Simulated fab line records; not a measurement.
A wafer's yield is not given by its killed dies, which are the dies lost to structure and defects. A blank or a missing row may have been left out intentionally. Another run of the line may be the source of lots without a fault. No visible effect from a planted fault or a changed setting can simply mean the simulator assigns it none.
Which tool is to blame?    flow sky130    11 lots, 33 wafers sampled, at 2 steps of a route of 708

== WHAT THE GAUGES SHOWED, per wafer ==
SKY_GATE_OXIDE_THK_MEAS_02.
lot   measured      on             GATE_OXIDE_OXIDATION_00_THK (nm)
L471  day 12 19:52  film-metro-03  10.13 10.19 10.13
L474  day 13 22:14  film-metro-04  10.26 10.27 10.31
L479  day 15 10:09  film-metro-02  10.54 10.45 10.42
L481  day 16 01:46  film-metro-02  8.19 8.34 8.20
L482  day 16 12:43  film-metro-03  8.08 8.29 8.38
L483  day 17 04:47  film-metro-03  10.29 10.41 10.59
L489  day 19 01:39  film-metro-03  9.76 9.91 10.02
L490  day 19 13:29  film-metro-02  10.26 9.98 10.30
L492  day 20 04:04  film-metro-03  10.31 10.20 10.20
L493  day 20 09:23  film-metro-02  10.17 10.15 10.01
L494  day 20 17:01  film-metro-04  10.43 10.54 10.49

== EACH LOT AND THE TOOL THAT RAN IT (in order: tool; ch and the chambers of the sampled wafers; start) ==
lot   SKY_GATE_OXIDE_OXIDATION_01
L471  furnace-02 ch 0, day 12 18:27
L474  furnace-02 ch 0, day 13 20:49
L479  furnace-02 ch 0, day 15 08:44
L481  furnace-01 ch 0, day 16 00:20
L482  furnace-01 ch 0, day 16 11:18
L483  furnace-02 ch 0, day 17 03:22
L489  furnace-01 ch 0, day 19 00:14
L490  furnace-02 ch 0, day 19 12:03
L492  furnace-02 ch 0, day 20 02:40
L493  furnace-01 ch 0, day 20 07:59
L494  furnace-02 ch 0, day 20 15:35
- SKY_GATE_OXIDE_OXIDATION_01: stabilise 600 s, purge 300 s, target thk 10.268 nm.

== THE ANSWER, worked out from the rows above alone ==
Rule: the usual values come from the lots themselves. The widest of any qualifying gaps counts: lots, ordered by their means at a reading, are off when they make up no more than a third of the lots, leave a main group of 4 or more, and stand apart from it by 3 or more times the standard deviation of that group's means. A main group whose means are all the same, to the digits that the tables above print for the reading, isn't used. Also off: a lot with no number at a reading for which 4 or more lots have one. All remaining lots with rows at the step are treated as sound.
Off: L481, L482, seen at SKY_GATE_OXIDE_THK_MEAS_02 (GATE_OXIDE_OXIDATION_00_THK). The main group has a mean of 10.25 nm with a standard deviation of 0.18.
If a tool, at a process step before that reading, ran all the lots that are off and no sound lot after the first of them, it fits. Those tools and the gauges at SKY_GATE_OXIDE_THK_MEAS_02 are tried in the same way. Of those tried, none fits.

== WHAT THE SIMULATOR HAD PUT IN ==
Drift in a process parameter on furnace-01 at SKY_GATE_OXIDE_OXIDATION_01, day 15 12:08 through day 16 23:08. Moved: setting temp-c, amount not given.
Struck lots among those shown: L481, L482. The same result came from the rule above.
